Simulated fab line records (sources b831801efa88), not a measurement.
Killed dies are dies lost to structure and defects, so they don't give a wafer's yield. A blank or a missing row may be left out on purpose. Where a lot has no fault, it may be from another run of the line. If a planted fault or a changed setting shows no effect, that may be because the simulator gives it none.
Which tool did it? ; flow gf180mcu ; 15 lots with 45 wafers sampled at 2 steps, on a route of 602 steps

WHAT THE GAUGES READ, wafer by wafer
GF_DUAL_GATE_OVL_MEAS_11.
lot;measured;on;DUAL_GATE_OVL (nm)
L840;day 8 19:50;overlay-01;0.1 -1.3 -1.4
L842;day 9 11:22;overlay-02;-0.8 1.1 -0.4
L847;day 10 21:22;overlay-01;-0.3 -0.7 -0.3
L846;day 10 21:32;overlay-02;0.3 -0.6 0.3
L848;day 11 09:10;overlay-02;0.3 2.2 1.8
L851;day 12 02:19;overlay-01;-1.5 -1.7 0.3
L852;day 12 07:31;overlay-02;1.9 4.3 2.6
L853;day 12 11:58;overlay-02;1.5 1.7 1.3
L854;day 12 19:19;overlay-02;0.1 -0.7 0.1
L856;day 13 11:20;overlay-01;-1.4 0.5 -2.6
L857;day 13 15:53;overlay-02;1.1 1.2 0.7
L858;day 13 22:25;overlay-02;2.2 2.3 1.7
L859;day 14 05:02;overlay-02;-0.9 -0.4 -3.0
L860;day 14 13:16;overlay-01;0.4 -1.2 -0.7
L861;day 14 22:52;overlay-02;1.5 0.4 1.8

GF_POLY_GATE_OVL_MEAS_11.
lot;measured;on;POLY_GATE_OVL (nm)
L840;day 9 17:18;overlay-02;4 -4 6
L842;day 10 09:17;overlay-02;-8 -3 3
L847;day 11 22:35;overlay-01;5 3 5
L846;day 11 23:12;overlay-01;0 -3 9
L848;day 12 07:50;overlay-01;0 -6 -7
L851;day 13 01:50;overlay-01;1 3 3
L852;day 13 06:11;overlay-02;-4 -10 -14
L853;day 13 12:08;overlay-01;-9 -1 -1
L854;day 13 18:47;overlay-02;9 13 7
L856;day 14 11:03;overlay-01;-5 -8 -10
L857;day 14 16:24;overlay-02;-9 -8 -1
L858;day 14 23:26;overlay-01;-5 5 -6
L859;day 15 06:00;overlay-02;2 4 5
L860;day 15 15:32;overlay-02;-6 3 -1
L861;day 16 00:08;overlay-02;-1 -4 3

WHICH TOOL RAN EACH LOT (tool, then ch and the chambers of the sampled wafers, then the start)
Record: no process step prior to these readings.

AS READ BY THE TOOLS THEMSELVES (means over the sampled wafers that have a number; for cases with no such wafer, the mark the record gives instead)
The record holds no such reading with a usual standard deviation.

THE ANSWER, worked out from the rows above alone
Rule: usual is defined by the lots themselves. Put in order of their means at a reading, lots are off if they are a third of the lots or fewer, leave a main group of 4 or more, and stand apart from it by a gap of 3 or more times the standard deviation of the main group's means; of several such gaps the widest counts. A main group is skipped when, at the precision printed for the reading in the tables above, its means are all equal. Also off: a lot with no number at a reading for which 4 or more lots have one. The other lots that the step has rows for count as sound. Order of review: gauges by route order, followed by the tools' own readings, for which a lot's mean as printed above is used. At the first step where some lot is off, the reading lying furthest off is the one used; lots without a number count as furthest.
No lot is off on any of the readings shown, so nothing can be concluded from this.

WHAT THE SIMULATOR HAD INSERTED
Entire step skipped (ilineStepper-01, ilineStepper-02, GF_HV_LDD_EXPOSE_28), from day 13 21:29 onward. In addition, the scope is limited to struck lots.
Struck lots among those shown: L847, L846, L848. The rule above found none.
